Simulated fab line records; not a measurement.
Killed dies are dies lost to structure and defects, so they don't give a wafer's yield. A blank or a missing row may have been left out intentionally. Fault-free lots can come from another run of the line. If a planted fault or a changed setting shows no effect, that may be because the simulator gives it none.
One fault seen from 2 desks :: flow sky130 :: each desk has only its own numbers; what lay behind them comes last

== THE METROLOGY DESK ==
Lot by lot, what the gauges showed, no matter which tool ran the lot: averages of those sampled wafers that carry a number. Any lot whose mean is over 4 standard deviations away from the usual mean is out of limits and marked OUT; that distance is given in the brackets.
Columns: A = VIA1_W_THK at SKY_VIA1_THK_MEAS_23, usual 267 nm
lot: L658
first seen here: day 34 03:57
A: 263

lot: L659
first seen here: day 34 11:36
A: 269

lot: L660
first seen here: day 34 22:00
A: 267

lot: L662
first seen here: day 35 17:10
A: 262

lot: L663
first seen here: day 35 21:46
A: 265

lot: L672
first seen here: day 38 13:13
A: 262

lot: L674
first seen here: day 39 03:20
A: 268

lot: L676
first seen here: day 39 19:54
A: 272

lot: L677
first seen here: day 40 00:37
A: 266

lot: L678
first seen here: day 40 13:04
A: 271

lot: L680
first seen here: day 42 01:14
A: 274
This desk's verdict: no lot among the 11 shows anything out of limits.

== THE TOOL OWNER'S DESK: rieMetal-04 ==
The tool's own readings at SKY_METAL4_ETCH_16 (etches BARC in N2/H2, stops on SiO2, time 88.2 s, target depth 60 nm): means of the sampled wafers that have a number, for each lot that ran on this tool. Any lot whose mean is over 4 standard deviations away from the usual mean is out of limits and marked OUT; that distance is given in the brackets.
Columns: A = chamberPressureMTorr at SKY_METAL4_ETCH_16, usual 30.001 mTorr; B = drypumpMotorCurrentA at SKY_METAL4_ETCH_16, usual 5.9 A; C = oesProductAu at SKY_METAL4_ETCH_16, usual 0.625 a.u.; D = runLengthS at SKY_METAL4_ETCH_16, usual 116.1 s; E = throttleValvePct at SKY_METAL4_ETCH_16, usual 13.204 %
lot: L672
first seen here: day 45 15:44
A: 29.979
B: 6.5
C: 0.712 (+19) OUT
D: 103.6 (-27) OUT
E: 13.223
Finding of this desk: L672 out of limits; the first was L672 at day 45 15:44, on oesProductAu at SKY_METAL4_ETCH_16. In limits: none.

== PUT TOGETHER ==
On L672, at day 45 15:44, an alarm was possible from the tool owner's desk.
Nothing out of limits was seen by the metrology desk.
The metrology desk holds a record of L672, inside its limits.
The lots listed all ran SKY_METAL4_ETCH_16 on rieMetal-04.

== WHAT THE SIMULATOR PUT IN ==
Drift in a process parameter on rieMetal-04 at SKY_METAL4_ETCH_16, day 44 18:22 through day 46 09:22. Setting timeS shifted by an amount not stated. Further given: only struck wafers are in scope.
Shown lots that were struck: L672.
Delay in hours, fault start to first out-of-limits reading, by desk: the tool owner's desk at 21.
